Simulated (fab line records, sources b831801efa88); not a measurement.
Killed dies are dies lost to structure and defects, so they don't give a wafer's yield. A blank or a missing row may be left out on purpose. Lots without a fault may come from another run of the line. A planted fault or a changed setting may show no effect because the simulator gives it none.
Problem report in the 8D (eight disciplines) form, filled by code | flow gf180mcu | the parts of the form that need people (team, actions taken, sign-off) are left out

1. THE PROBLEM
run_length_s at GF_STI_ETCH_14 reads a mean of 101.0 s on 1 wafer of 1 lot; wafers without a fault read 131.3 s with a standard deviation of 0.42. That is -72 standard deviations from the usual mean.
The step: etches Si in HBr/Cl2/O2, target depth 360 nm, time 102.9 s.
First seen on wafer L361.2, day 5 06:37, on rie_si-01. The record holds 15 wafers of 5 lots with a number at this step. Rule for "out", or "out of limits": more than 4 standard deviations from the usual mean. The other wafers with a number count as sound.

2. WHAT IT IS AND WHAT IT IS NOT
question                    | is               | is not
which readings at this step | run_length_s     | drypump_motor_current_A, throttle_valve_pct
which lots                  | L361             | L346, L350, L365, L368
which wafers of those lots  | L361.2           | L361.1, L361.5
read on which tools         | rie_si-01        | rie_si-02
when                        | from day 5 06:37 | up to then (8 sound wafers); but 6 sound wafers of L365, L368 came after

3. SUSPECTS, AND WHAT RULES EACH OUT
Counting: a tool at a process step up to the reading stays a suspect if it ran every lot that is out. Sound lots after the first of them don't rule it out here, since some wafers of a struck lot are sound.
- rie_diel-02 at GF_STI_ETCH_13 (etches the open film in CHF3/O2, stops on Si, target depth 282.31 nm, time 112.9 s): kept. It ran the lot that is out, L361 (day 5 06:32); its last sound lot up to then is L346 (day 2 01:10).
- rie_si-01 at GF_STI_ETCH_14 (etches Si in HBr/Cl2/O2, target depth 360 nm, time 102.9 s): kept. It ran the lot that is out, L361 (day 5 06:37); its last sound lot up to then is L346 (day 2 01:14). Its own readings are out on those wafers: run_length_s.
- Within rie_diel-02 at GF_STI_ETCH_13: the wafers that are out ran in chamber 2; their sound lot-mates ran in chambers 0, 3.
- Within rie_si-01 at GF_STI_ETCH_14: the wafers that are out ran in chamber 3; their sound lot-mates ran in chamber 0.
Left after counting: rie_diel-02 at GF_STI_ETCH_13, rie_si-01 at GF_STI_ETCH_14.

4. THE CAUSE (what the simulator had put in)
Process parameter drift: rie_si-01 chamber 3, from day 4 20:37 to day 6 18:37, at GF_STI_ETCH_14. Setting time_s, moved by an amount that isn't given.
Counting left 2 suspects, and this tool is among them.

5. THE CHAIN OF EFFECTS, in route order
Each row: a reading whose mean over the struck wafers that have a number lies more than 3 standard deviations from the usual. Only readings for which the record gives a usual standard deviation are gone through. hours: the time from each lot's start at the first step in this table that gives one to its start at this step, as a median over the lots. sigmas: the change in usual standard deviations.
hours | step            | reading                  | usual   | on struck wafers | change | sigmas
0     | GF_STI_ETCH_14  | run_length_s             | 131.3 s | 101.0            | -30.3  | -72
0     | GF_STI_STRIP_15 | strip_time_to_endpoint_s | 3.73 s  | 4.10             | +0.37  | +6.2
The process steps in it:
- GF_STI_ETCH_14: etches Si in HBr/Cl2/O2, target depth 360 nm, time 102.9 s.
- GF_STI_STRIP_15: strips in O2/N2.

6. WHAT WOULD HAVE CAUGHT IT SOONER
In this record the first reading out of limits was taken at day 5 06:37, 10 hours after the fault began at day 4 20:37.
